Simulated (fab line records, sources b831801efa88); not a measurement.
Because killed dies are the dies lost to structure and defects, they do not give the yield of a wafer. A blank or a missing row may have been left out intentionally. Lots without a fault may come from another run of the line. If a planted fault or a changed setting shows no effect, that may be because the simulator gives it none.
Which tool did it? -- flow gf180mcu -- 13 lots, 36 wafers sampled, at 6 steps of a route of 602

## WHAT THE GAUGES SHOWED, per wafer
GF_NSD_TW_MEAS_12.
lot,measured,on,NSD_TW
L618,day 14 14:11,film_metro-02,4216 4215 4188
L619,day 14 19:52,film_metro-03,4228 4238 4235
L620,day 15 01:48,film_metro-04,4237 4286 4254
L622,day 16 01:02,film_metro-02,4214 4222 4208
L623,day 16 08:29,film_metro-03,4218 4229 4229
L626,day 17 07:15,film_metro-02,4262 4260 4243
L628,day 18 00:59,film_metro-02,4210 4210
L629,day 18 07:05,film_metro-02,4237 4219
L630,day 18 18:19,film_metro-03,4245 4230
L634,day 20 01:53,film_metro-04,4243 4247 4211
L636,day 20 23:59,film_metro-03,4182 4239 4219
L637,day 21 03:56,film_metro-04,4271 4260 4253
L638,day 21 11:12,film_metro-02,4210 4210 4223

GF_PSD_TW_MEAS_11.
lot,measured,on,PSD_TW
L618,day 15 12:17,film_metro-02,3171 3162 3157
L619,day 15 18:10,film_metro-02,3165 3172 3188
L620,day 16 00:18,film_metro-03,3173 3159 3172
L622,day 17 00:26,film_metro-04,3189 3170 3181
L623,day 17 07:20,film_metro-02,3181 3165 3166
L626,day 18 06:32,film_metro-04,3182 3178 3193
L628,day 19 00:55,film_metro-03,3163 3158
L629,day 19 08:05,film_metro-02,3155 3161
L630,day 19 19:10,film_metro-02,3163 3162
L634,day 21 02:35,film_metro-03,3174 3170 3169
L636,day 22 00:25,film_metro-02,3175 3173 3171
L637,day 22 03:38,film_metro-03,3151 3135 3138
L638,day 22 11:06,film_metro-02,3169 3190 3166

GF_SALICIDE_RS_MEAS_04: uses a four-point probe to measure.
lot,measured,on,SALICIDE_TIN_RS (ohm/sq)
L618,day 16 11:07,film_metro-03,16.7 16.1 16.8
L619,day 16 18:06,film_metro-01,16.4 16.1 16.3
L620,day 17 00:13,film_metro-03,16.1 16.1 16.1
L622,day 18 00:05,film_metro-03,16.5 16.2 16.1
L623,day 18 07:38,film_metro-02,16.9 16.8 16.7
L626,day 19 08:10,film_metro-03,16.2 16.4 16.4
L628,day 20 02:27,film_metro-02,13.6 16.0
L629,day 20 09:23,film_metro-01,13.7 16.0
L630,day 20 20:31,film_metro-01,13.8 16.4
L634,day 22 03:29,film_metro-02,16.7 16.8 16.9
L636,day 23 01:25,film_metro-02,16.1 16.0 15.9
L637,day 23 04:16,film_metro-03,16.0 15.8 16.0
L638,day 23 11:53,film_metro-01,15.9 16.0 16.0

GF_SALICIDE_THK_MEAS_05: measures by xrf.
lot,measured,on,SALICIDE_TIN_THK (nm)
L618,day 16 11:14,film_metro-03,20.26 20.34 20.21
L619,day 16 18:12,film_metro-01,20.39 20.45 20.88
L620,day 17 00:19,film_metro-03,20.19 20.55 20.53
L622,day 18 00:12,film_metro-03,20.20 20.37 20.28
L623,day 18 07:46,film_metro-02,20.07 20.13 20.17
L626,day 19 08:16,film_metro-03,20.18 20.34 20.35
L628,day 20 02:32,film_metro-02,30.97 20.33
L629,day 20 09:30,film_metro-01,31.83 20.72
L630,day 20 20:38,film_metro-01,31.29 20.34
L634,day 22 03:36,film_metro-02,20.75 20.85 20.77
L636,day 23 01:32,film_metro-02,20.44 20.75 20.71
L637,day 23 04:23,film_metro-03,20.71 20.96 20.65
L638,day 23 11:59,film_metro-01,20.46 20.73 20.56

## WHAT TOOL EACH LOT RAN ON (gives the tool, then ch and the chambers of the sampled wafers, and finally the start)
lot,GF_SAB_ETCH_11,GF_SALICIDE_SPUTTER_03
L618,"rie_diel-03 ch 0,2,3, day 16 10:35","pvd_sputter-03, day 16 11:06"
L619,"rie_diel-03 ch 0,1, day 16 17:32","pvd_sputter-03, day 16 18:02"
L620,"rie_diel-03 ch 0,1, day 16 23:47","pvd_sputter-01, day 17 00:09"
L622,"rie_diel-03 ch 0,2,3, day 17 23:41","pvd_sputter-01, day 18 00:03"
L623,"rie_diel-01 ch 0,1,2, day 18 07:14","pvd_sputter-02, day 18 07:37"
L626,"rie_diel-01 ch 0,2,3, day 19 07:34","pvd_sputter-02, day 19 08:07"
L628,"rie_diel-03 ch 2,3, day 20 01:59","pvd_sputter-01, day 20 02:22"
L629,"rie_diel-02 ch 0,3, day 20 08:58","pvd_sputter-01, day 20 09:22"
L630,"rie_diel-01 ch 0,3, day 20 20:07","pvd_sputter-01, day 20 20:29"
L634,"rie_diel-01 ch 1,2,3, day 22 03:04","pvd_sputter-02, day 22 03:28"
L636,"rie_diel-01 ch 0,1,2, day 23 01:01","pvd_sputter-01, day 23 01:23"
L637,"rie_diel-01 ch 0,3, day 23 03:52","pvd_sputter-01, day 23 04:13"
L638,"rie_diel-01 ch 0,2,3, day 23 11:28","pvd_sputter-01, day 23 11:50"
- GF_SAB_ETCH_11: etches SiO2 in C4F8/O2/Ar, target depth 55 nm, time 8.5 s.
- GF_SALICIDE_SPUTTER_03: material TiN, target thk 20 nm, time 16.7 s.

## AS READ BY THE TOOLS THEMSELVES (means over the sampled wafers that have a number; for cases with no such wafer, the mark the record gives instead)
GF_SAB_ETCH_11.
lot,tool,bias_w (W),oes_product_au (a.u.),rf_fwd_power_W (W)
L618,rie_diel-03,1196,0.992,1481
L619,rie_diel-03,1196,0.991,1477
L620,rie_diel-03,1197,1.004,1478
L622,rie_diel-03,1201,0.994,1475
L623,rie_diel-01,1199,0.998,1473
L626,rie_diel-01,1202,1.009,1478
L628,rie_diel-03,1202,0.994,1473
L629,rie_diel-02,1202,1.000,1462
L630,rie_diel-01,1200,1.008,1479
L634,rie_diel-01,1200,1.006,1473
L636,rie_diel-01,1200,1.006,1469
L637,rie_diel-01,1201,1.004,1483
L638,rie_diel-01,1198,0.997,1473

GF_SALICIDE_SPUTTER_03.
lot,tool,chamber_pressure_pa (Pa),throttle_valve_pct (%)
L618,pvd_sputter-03,0.3999,29.1
L619,pvd_sputter-03,0.4004,29.3
L620,pvd_sputter-01,0.4002,30.1
L622,pvd_sputter-01,0.3994,30.0
L623,pvd_sputter-02,0.4001,30.6
L626,pvd_sputter-02,0.3995,29.8
L628,pvd_sputter-01,0.4003,30.0
L629,pvd_sputter-01,0.3998,29.8
L630,pvd_sputter-01,0.3998,30.4
L634,pvd_sputter-02,0.4001,30.5
L636,pvd_sputter-01,0.4004,29.8
L637,pvd_sputter-01,0.3997,29.9
L638,pvd_sputter-01,0.3994,30.2

## THE ANSWER, worked out from the rows above alone
Rule: the lots themselves supply what counts as usual. Put in order of their means at a reading, lots are off if they are a third of the lots or fewer, leave a main group of 4 or more, and stand apart from it by a gap of 3 or more times the standard deviation of the main group's means; of several such gaps the widest counts. A main group is skipped when, at the precision printed for the reading in the tables above, its means are all equal. A lot without any number at a reading at which 4 lots or more have one is off too. Where the step has rows for the other lots, those lots are counted as sound. First the gauges in route order, then the tools' own readings, where a lot's mean is used as printed above. At the first step where some lot is off, the reading lying furthest off is the one used; lots without a number count as furthest.
Off: L628, L629, L630, at GF_SALICIDE_THK_MEAS_05 (SALICIDE_TIN_THK). The main group has a mean of 20.47 nm with a standard deviation of 0.22.
A tool fits if, at a process step before that reading, it ran every lot that is off, and no sound lot after the first of them. Gauges at GF_SALICIDE_THK_MEAS_05: tried the same way as those tools. No candidate that was tried fits.

## WHAT THE SIMULATOR HAD INSERTED
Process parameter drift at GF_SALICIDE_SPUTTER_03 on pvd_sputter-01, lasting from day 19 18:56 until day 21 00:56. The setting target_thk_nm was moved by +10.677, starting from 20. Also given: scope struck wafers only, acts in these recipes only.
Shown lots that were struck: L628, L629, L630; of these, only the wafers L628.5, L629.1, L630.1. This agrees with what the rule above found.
